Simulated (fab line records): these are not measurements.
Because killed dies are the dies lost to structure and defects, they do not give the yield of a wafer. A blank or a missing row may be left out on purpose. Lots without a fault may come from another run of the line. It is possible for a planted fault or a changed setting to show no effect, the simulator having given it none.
Matching of chambers / flow gf180mcu / 4 sister chambers for GF_STI_CMP_25 on cmp-01
The step polishes, stops on Si3N4, t overpolish 33 s, target thk 524.6 nm. 8 wafers are shown with their chamber, then 7 later ones without.

WAFERS WITH THEIR CHAMBER
wafer=L437.6; chamber=1; motor-current-A (A)=15.2; retaining-ring-pressure-frac=1.000
wafer=L440.4; chamber=0; motor-current-A (A)=12.5; retaining-ring-pressure-frac=0.995
wafer=L440.5; chamber=3; motor-current-A (A)=14.1; retaining-ring-pressure-frac=1.000
wafer=L442.1; chamber=1; motor-current-A (A)=15.0; retaining-ring-pressure-frac=1.007
wafer=L442.5; chamber=3; motor-current-A (A)=14.0; retaining-ring-pressure-frac=1.003
wafer=L447.5; chamber=2; motor-current-A (A)=10.1; retaining-ring-pressure-frac=1.004
wafer=L454.2; chamber=0; motor-current-A (A)=11.8; retaining-ring-pressure-frac=1.002
wafer=L454.3; chamber=2; motor-current-A (A)=10.5; retaining-ring-pressure-frac=0.997

WAFERS MISSING THEIR CHAMBER
wafer=L454.6; motor-current-A (A)=14.8; retaining-ring-pressure-frac=1.005
wafer=L455.3; motor-current-A (A)=12.3; retaining-ring-pressure-frac=0.990
wafer=L455.5; motor-current-A (A)=14.1; retaining-ring-pressure-frac=1.010
wafer=L455.6; motor-current-A (A)=10.7; retaining-ring-pressure-frac=0.997
wafer=L456.1; motor-current-A (A)=14.1; retaining-ring-pressure-frac=0.998
wafer=L456.4; motor-current-A (A)=12.4; retaining-ring-pressure-frac=0.999
wafer=L456.6; motor-current-A (A)=10.0; retaining-ring-pressure-frac=0.997

CHAMBER TAKEN BY EACH
wafer=L454.6; from the rows above=can't be placed: 1 or 3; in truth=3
wafer=L455.3; from the rows above=0; in truth=0
wafer=L455.5; from the rows above=can't be placed: 3 or 1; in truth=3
wafer=L455.6; from the rows above=2; in truth=2
wafer=L456.1; from the rows above=3; in truth=3
wafer=L456.4; from the rows above=0; in truth=0
wafer=L456.6; from the rows above=2; in truth=2
Correct placement for 5 of the 7. These rows do not allow placing 2 (true chamber among the candidates in 2). Number placed wrongly: 0.
How it was worked out, from the rows above alone: a wafer's distance from a chamber is the root of the sum, over the readings, of the square of ((its reading less the chamber's mean) divided by the reading's scatter). The wafer belongs to the nearest chamber; if the next one is less than 2 further off, it can't be placed. For every chamber, the mean is computed from those of its wafers that are shown. How the scatter is found: for the shown wafers, subtract from each reading the mean of its chamber, square and add these, divide the total by (wafers less chambers), then take the root.
